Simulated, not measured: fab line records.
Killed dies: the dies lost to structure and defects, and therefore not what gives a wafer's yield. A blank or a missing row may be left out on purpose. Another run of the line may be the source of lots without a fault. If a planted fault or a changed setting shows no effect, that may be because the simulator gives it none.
Struck lot and sound lot, side by side / flow sky130 / 14 out of 708 route steps
Sound: these wafers, L123.2, L123.3, L123.5. Struck: wafers L119.1, L119.4, L119.5. The cause is named last.
Per side, at each step with rows, come the tool, then ch with its chambers, and then its first start. Under that, the readings that differ: sound wafers / struck wafers / difference of the means / sigmas: that difference in standard deviations of wafers without a fault.
alike: readings whose means differ by less than 2 such deviations, and words and numbers that are the same on both sides. not compared: withheld readings, readings that some wafer has no value for, bounds like >300 that may hide the same value, and numbers for which the record gives no deviation and whose values overlap.
The two part at a step that has a row with sigmas, a row that says differs or no value, or rows on one side only. Numbers that have no deviation but don't overlap get no sigmas and don't part them. A reading that every wafer of one side lacks parts them only if that side has two wafers or more.

first, 2 steps without rows for these wafers: SKY_CONTACT_ETCH_17 (etches SiO2 in C4F8/O2/Ar, stops on Si3N4, target depth 340 nm); SKY_CONTACT_ETCH_18 (etches Si3N4 in CHF3/O2, stops on TiN, time 39 s, target depth 75 nm).
SKY_CONTACT_STRIP_19: strips in O2/N2.
  sound on plasmaAsher-01 ch 0, day 36 23:41; struck on plasmaAsher-02 ch 0,1, day 35 11:36
reading=drypumpMotorCurrentA (A); sound=6.4 6.4 6.4; struck=5.4 5.5 5.4; difference=-1.0; sigmas=-2
  alike: oesProductAu, stripTimeToEndpointS
  not compared: rfHoursCounterH
then, 4 steps without rows for these wafers: SKY_CONTACT_STRIP_20 (strips in post etch residue remover, time 1200 s); SKY_CONTACT_CLEAN_21 (cleans in IPA, time 180 s); SKY_CONTACT_CLEAN_22 (cleans in O3/DIW); SKY_CONTACT_SPUTTER_23 (material TiN, target thk 20 nm, time 80 s).
SKY_CONTACT_CVD_24: deposits W, target thk 340 nm, time 102.12 s.
  sound on cvdW-02 ch 1, day 37 00:20; struck on cvdW-01 ch 0,1, day 35 12:18
reading=heaterPowerW (W); sound=772 777 774; struck=858 824 858; difference=+72; sigmas=+2
  alike: susceptorTempC
SKY_CONTACT_RS_MEAS_25: a four-point-probe measurement.
  sound on filmMetro-03 at day 37 00:28; struck on filmMetro-03 at day 35 12:25
reading=CONTACT_W_RS (ohm/sq); sound=0.324 0.322 0.325; struck=0.340 0.344 0.343; difference=+0.019; sigmas=+2
SKY_CONTACT_THK_MEAS_26: measures by xrf.
  sound on filmMetro-03 at day 37 00:35; struck on filmMetro-03 at day 35 12:32
reading=CONTACT_W_THK (nm); sound=342 346 342; struck=325 321 324; difference=-20; sigmas=-2
SKY_CONTACT_CMP_27: polishes, stops on SiO2, t overpolish 15 s, target thk 0 nm.
  sound on cmp-02 ch 0,2,3, day 37 00:44; struck on cmp-01 ch 1,2,3, day 35 12:41
  alike: motorCurrentA, overpolishRunS, slurryFilterDpKPa, timeToEndpointS
SKY_METAL1_SPUTTER_00: material Ti, target thk 15 nm, time 10 s.
  sound on pvdSputter-02 at day 37 00:56; struck on pvdSputter-03 at day 35 12:53
reading=chamberPressurePa (Pa); sound=0.4003 0.4019 0.3993; struck=0.3983 0.3984 0.3979; difference=-0.0023; sigmas=-3
  alike: cathodeDcPowerW, throttleValvePct
SKY_METAL1_SPUTTER_01: material TiN, target thk 20 nm, time 16.7 s.
  sound on pvdSputter-02 at day 37 00:57; struck on pvdSputter-03 at day 35 12:55
  no value came back on the struck wafers for cathodeDcPowerW (W), chamberPressurePa (Pa), throttleValvePct (%); on the sound wafers cathodeDcPowerW (W) reads 6500.5 6501.3 6501.7
SKY_METAL1_SPUTTER_02: material AlCu, target thk 250 nm, time 13.3 s.
  sound on pvdSputter-02 at day 37 00:59; struck on pvdSputter-03 at day 35 12:56
  alike: cathodeDcPowerW, chamberPressurePa, throttleValvePct

## WHERE THEY PART
Earliest at SKY_CONTACT_STRIP_19; latest, in this record, at SKY_METAL1_SPUTTER_01. Later steps at which nothing parts them and some readings are alike: SKY_METAL1_SPUTTER_02.

WHY: whatever the simulator had introduced
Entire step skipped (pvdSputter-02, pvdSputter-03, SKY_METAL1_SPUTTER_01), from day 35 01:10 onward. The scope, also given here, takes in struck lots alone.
